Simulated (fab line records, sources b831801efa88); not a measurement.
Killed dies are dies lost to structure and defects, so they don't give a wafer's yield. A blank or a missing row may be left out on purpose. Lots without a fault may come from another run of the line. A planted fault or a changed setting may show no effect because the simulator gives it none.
fab line records | flow sky130
record lots=13 wafers=37 last_day=50
route steps=708 shown LOCAL_INTERCONNECT@389 CONTACT@425 METAL1@449
lots that met no fault: from a run of the same line without faults
start_h: hours from the record's first day to the start of the lot's first wafer shown | wait_h: hours since the lot's step before | " the same as in the row above | L1.1+2: a row that stands for several wafers | - no value, or no start given | * or withheld: withheld | < > ~ a bound
route shown NAME@n: a module of which the file shows steps, and the number in the route of the first | usual: mean/standard deviation of fault-free wafers | same: alike in all rows | chamber/n: place in a boat | sites: the reading at each site | _std_site: their standard deviation | _edge_site: outer sites' mean less inner sites' | radius_mm: how far each site lies from the wafer's centre | mask NAME#n: copy n | behind: the tool/chamber that last shaped the wafer | hold: why the lot was held/for how many hours/how that ended | device: the transistor (n, p or np) that didn't switch | end of line: the same wafers' tests at the end of the route | a step without rows: its recipe alone | killed: dies lost to structure and defects at the first sort, not the wafer's yield | map: a wafer's dies, x killed, . not, _ none there
set.NAME: the setting as run; set.NAME@STEP: as run at that earlier step | model.NAME: the simulator's own value behind a step, which no gauge read
steps of the route over a sample of lots; a table a step, a row a wafer
services: from which hour (start_h, from the record's first day; less than 0 if before it) a tool's chamber was out of use, for how many hours, and why
## steps
# step SKY_LOCAL_INTERCONNECT_THK_MEAS_02
# recipe thk_meas_gauge=xrf reads=TiN_of_LOCAL_INTERCONNECT_SPUTTER_00
# usual LOCAL_INTERCONNECT_TIN_THK=98.8/1.1
# columns lot.wafer tool chamber start_h wait_h LOCAL_INTERCONNECT_TIN_THK[nm]
L879.1 film_metro-04 - 670.19 0.1 98.5
L879.2 " - " " 98.2
L879.6 " - " " 99.0
L880.2 film_metro-03 - 684.67 0.1 97.3
L880.3 " - " " 97.4
L880.6 " - " " 97.6
L881.1 film_metro-01 - 696.22 0.1 99.3
L881.2 " - " " 98.4
L881.5 " - " " 99.4
L882.2 film_metro-01 - 700.94 0.1 100.7
L882.3 " - " " 100.1
L882.6 " - " " 102.2
L885.3 film_metro-01 - 720.55 0.1 98.6
L885.4 " - " " 98.2
L885.6 " - " " 97.9
L886.3 film_metro-03 - 732.92 0.1 99.4
L886.5 " - " " 99.8
L886.6 " - " " 100.4
L888.2 film_metro-03 - 756.91 0.1 98.3
L888.4 " - " " 98.4
L888.5 " - " " 98.7
L889.4 film_metro-04 - 763.90 0.1 97.8
L889.5 " - " " 97.3
L889.6 " - " " 98.0
L890.1 film_metro-04 - 773.01 0.1 98.3
L890.3 " - " " 98.0
L890.4 " - " " 98.1
L894.1 film_metro-01 - 798.62 0.1 98.9
L894.2 " - " " 99.3
L894.6 " - " " 99.9
L892.5 film_metro-04 - 804.82 0.1 98.6
L896.2 film_metro-01 - 808.43 0.1 98.9
L896.5 " - " " 98.7
L896.6 " - " " 98.7
L902.2 film_metro-03 - 852.27 0.1 100.2
L902.4 " - " " 99.9
L902.5 " - " " 99.7
# step SKY_CONTACT_STRIP_19
# recipe chemistry=O2/N2 power_w=1400 pressure_mtorr=1500 platen_temp_c=withheld o2_flow_sccm=3000 n2_flow_sccm=300 overash_fraction=0.5
# usual chamber_pressure_mTorr=1500.0/1.5 drypump_motor_current_A=5.7/0.36 oes_product_au=0.381/0.0044 strip_time_to_endpoint_s=3.611/0.023
# columns lot.wafer tool chamber start_h wait_h chamber_pressure_mTorr drypump_motor_current_A oes_product_au rf_hours_counter_h strip_time_to_endpoint_s
L879.1 plasma_asher-04 0 728.12 - 1499.7 5.8 0.378 31 3.658
L879.2 " 1 " " 1499.5 6.0 0.375 31 3.615
L879.6 " 1 " " 1500.9 6.0 0.386 - 3.648
L880.2 plasma_asher-04 1 742.21 - 1500.4 6.0 0.378 33 3.635
L880.3 " 1 " " 1500.0 6.0 0.388 - 3.583
L880.6 " 1 " " 1502.3 6.0 0.383 - 3.626
L881.1 plasma_asher-01 0 752.97 - 1500.0 5.8 0.390 1 3.588
L881.2 " 1 " " 1500.0 5.9 0.383 1 3.590
L881.5 " 1 " " 1497.5 5.9 0.381 - 3.614
L882.2 plasma_asher-04 1 757.91 - 1503.4 6.0 0.377 34 3.615
L882.3 " 1 " " 1498.7 6.0 0.373 - 3.612
L882.6 " 1 " " 1500.9 6.0 0.379 - 3.622
L885.3 plasma_asher-03 1 777.55 - 1502.1 5.8 0.379 - 3.609
L885.4 " 0 " " 1501.4 4.9 0.378 - 3.594
L885.6 " 0 " " 1499.9 4.9 0.386 - 3.644
L886.3 plasma_asher-01 1 789.50 - 1499.3 5.9 0.380 - 3.620
L886.5 " 1 " " 1499.7 5.9 0.384 - 3.600
L886.6 " 0 " " 1501.5 5.8 0.379 - 3.598
L888.2 plasma_asher-01 1 811.76 - 1501.7 5.9 0.383 7 3.627
L888.4 " 0 " " 1498.7 5.8 0.387 - 3.611
L888.5 " 1 " " 1500.3 5.9 0.377 - 3.593
L889.4 plasma_asher-01 1 819.69 - 1499.4 5.9 0.383 - 3.583
L889.5 " 0 " " 1502.2 5.9 0.383 - 3.579
L889.6 " 1 " " 1500.9 5.9 0.377 - 3.618
L890.1 plasma_asher-03 1 827.56 - 1500.0 5.8 0.379 98 3.621
L890.3 " 0 " " 1500.3 4.9 0.382 - 3.623
L890.4 " 1 " " 1499.6 5.8 0.385 - 3.595
L894.1 plasma_asher-04 0 851.72 - 1500.2 5.8 0.381 44 3.605
L894.2 " 1 " " 1499.3 6.0 0.384 44 3.638
L894.6 " 1 " " 1499.0 6.0 0.377 - 3.624
L892.5 plasma_asher-01 0 859.07 - 1497.7 5.8 0.378 - 3.735
L896.2 plasma_asher-03 1 862.47 - 1500.1 5.8 0.379 102 3.613
L896.5 " 1 " " 1498.5 5.8 0.391 - 3.637
L896.6 " 0 " " 1501.0 4.9 0.384 - 3.612
L902.2 plasma_asher-03 1 904.27 - 1500.0 5.8 0.375 106 3.586
L902.4 " 0 " " 1498.0 4.9 0.380 - 3.647
L902.5 " 0 " " 1498.7 4.9 0.386 - 3.615
# step SKY_CONTACT_CMP_27
# recipe stop_on=SiO2 t_overpolish_s=15 down_force_psi=3.5 platen_rpm=60 target_thk_nm=0 pad_velocity_m_s=0.94248
# usual head_pressure_psi=3.500/0.0072 motor_current_A=11.0/1.6 overpolish_run_s=15.001/0.0098 time_to_endpoint_s=79.1/3
# columns lot.wafer tool chamber start_h wait_h head_pressure_psi motor_current_A overpolish_run_s time_to_endpoint_s
L879.1 cmp-01 0 729.15 0.1 3.497 8.7 15.009 82.9
L879.2 " 1 " " 3.509 11.3 14.989 83.7
L879.6 " 0 " " 3.490 9.2 15.011 83.1
L880.3 cmp-02 1 743.60 0.0 3.492 11.4 15.007 77.6
L880.2 " 0 " " 3.505 10.8 15.004 88.9
L880.6 " 2 " " 3.502 12.8 14.991 83.9
L881.2 cmp-01 0 753.91 0.0 3.505 8.6 15.003 78.3
L881.1 " 1 " " 3.518 11.8 15.018 82.5
L881.5 " 0 " " 3.510 8.4 15.017 80.4
L882.2 cmp-01 2 759.35 0.1 3.494 12.4 15.013 76.8
L882.3 " 3 " " 3.499 8.2 14.990 77.7
L882.6 " 1 " " 3.501 11.7 15.001 78.7
L885.3 cmp-01 0 778.54 0.1 3.502 9.0 15.004 76.6
L885.4 " 1 " " 3.489 12.0 15.005 79.4
L885.6 " 3 " " 3.499 8.5 15.006 77.7
L886.3 cmp-01 3 790.54 0.1 3.504 8.1 15.005 78.1
L886.6 " 1 " " 3.500 11.4 15.005 85.6
L886.5 " 2 " " 3.502 12.6 15.005 79.8
L888.2 cmp-02 2 812.76 0.1 3.496 12.7 15.009 79.0
L888.4 " 0 " " 3.504 10.2 14.996 84.0
L888.5 " 2 " " 3.511 12.3 15.001 83.9
L889.4 cmp-01 3 820.65 0.1 3.501 8.5 15.005 80.5
L889.6 " 2 " " 3.501 12.5 15.006 78.6
L889.5 " 3 " " 3.495 8.5 15.004 80.6
L890.4 cmp-02 1 828.53 0.0 3.509 11.6 15.011 78.5
L890.3 " 2 " " 3.509 12.5 15.008 79.5
L890.1 " 3 " " 3.499 11.9 14.995 80.0
L894.2 cmp-01 0 853.07 0.3 3.493 8.9 15.005 79.1
L894.1 " 3 " " 3.510 8.4 15.013 76.8
L894.6 " 0 " " 3.496 9.0 14.997 81.0
L892.5 cmp-02 1 860.40 0.4 3.491 12.7 15.017 75.7
L896.2 cmp-02 3 863.47 0.1 3.506 12.4 14.996 78.7
L896.5 " 2 " " 3.508 12.4 14.984 79.1
L896.6 " 3 " " 3.494 12.9 14.999 76.4
L902.4 cmp-01 2 905.21 0.0 3.499 11.9 14.983 73.3
L902.2 " 3 " " 3.490 8.9 14.988 78.6
L902.5 " 3 " " 3.492 8.5 15.008 76.4
# step SKY_METAL1_CD_MEAS_15
# recipe target_cd_nm=140
# usual cd_nm=140.1/1.4
# columns lot.wafer tool chamber start_h wait_h cd_nm
L879.1 cd_sem-01 - 757.28 - 141.0
L879.2 " - " " 141.0
L879.6 " - " " 139.9
L880.2 cd_sem-02 - 770.65 - 140.4
L880.3 " - " " 138.5
L880.6 " - " " 140.0
L881.1 cd_sem-01 - 781.73 - 137.2
L881.2 " - " " 137.2
L881.5 " - " " 138.0
L882.2 cd_sem-02 - 787.00 - 138.4
L882.3 " - " " 138.6
L882.6 " - " " 139.3
L885.3 cd_sem-01 - 805.66 - 141.0
L885.4 " - " " 138.4
L885.6 " - " " 140.5
L886.3 cd_sem-02 - 817.81 - 140.0
L886.5 " - " " 140.3
L886.6 " - " " 139.3
L888.2 cd_sem-01 - 838.95 - 140.7
L888.4 " - " " 140.7
L888.5 " - " " 141.9
L889.4 cd_sem-01 - 847.84 - 138.1
L889.5 " - " " 136.8
L889.6 " - " " 136.7
L890.1 cd_sem-01 - 855.27 - 138.7
L890.3 " - " " 138.9
L890.4 " - " " 140.3
L894.1 cd_sem-02 - 879.92 - 135.9
L894.2 " - " " 138.4
L894.6 " - " " 138.5
L892.5 cd_sem-02 - 886.76 - 142.5
L896.2 cd_sem-02 - 889.60 - 141.0
L896.5 " - " " 141.5
L896.6 " - " " 138.6
L902.2 cd_sem-01 - 930.35 - 138.7
L902.4 " - " " 139.1
L902.5 " - " " 137.6
## services
# columns tool chamber start_h hours kind
plasma_asher-03 - 723.94 6.9 repair
plasma_asher-01 - 733.75 9.0 pm
plasma_asher-01 0 733.75 9.0 vent_cycle
plasma_asher-01 1 733.75 9.0 vent_cycle
plasma_asher-01 0 742.75 - clean
plasma_asher-01 1 742.75 - clean
cmp-02 - 744.68 4.0 pm
cmp-02 - 748.68 - consumable_replace:conditioner
cmp-02 - 748.68 - consumable_replace:pad
cmp-01 - 761.34 11.3 pm
cmp-02 - 797.60 1.1 repair
plasma_asher-03 - 810.41 15.6 pm
cmp-02 - 820.43 0.6 repair
cmp-01 - 823.54 1.1 repair
cmp-02 - 832.52 1.5 repair
cmp-02 - 843.39 15.6 pm
cmp-01 - 859.08 4.2 pm
plasma_asher-04 - 862.59 1.2 repair
cmp-01 - 871.35 0.6 repair
cmp-02 - 886.09 8.3 pm
plasma_asher-04 - 896.03 11.7 repair
## key
first_sign step=SKY_CONTACT_STRIP_19 reading=strip_time_to_endpoint_s direction=up sigmas=5.4 usual=* struck=*
effect none on later readings
met_at SKY_CONTACT_STRIP_19
struck_lots L892
tester_left_out L892
not_acting_at SKY_LOCAL_INTERCONNECT_THK_MEAS_02,SKY_CONTACT_CMP_27,SKY_METAL1_CD_MEAS_15
onset_between 819.69 859.07
fault kind=process_parameter_drift tool=plasma_asher-01 chamber=- onset_h=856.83 steps=SKY_CONTACT_STRIP_19 channel=power_w offset=* shape=step end_h=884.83 acts_in=* stated=*
# tester_left_out: of these lots the tester's yield and bins aren't shown, on N5 and GAA mostly nor the transistor test; their killed dies are dies lost to structure and defects alone, not to doping, threshold or leakage, so they don't give the yield
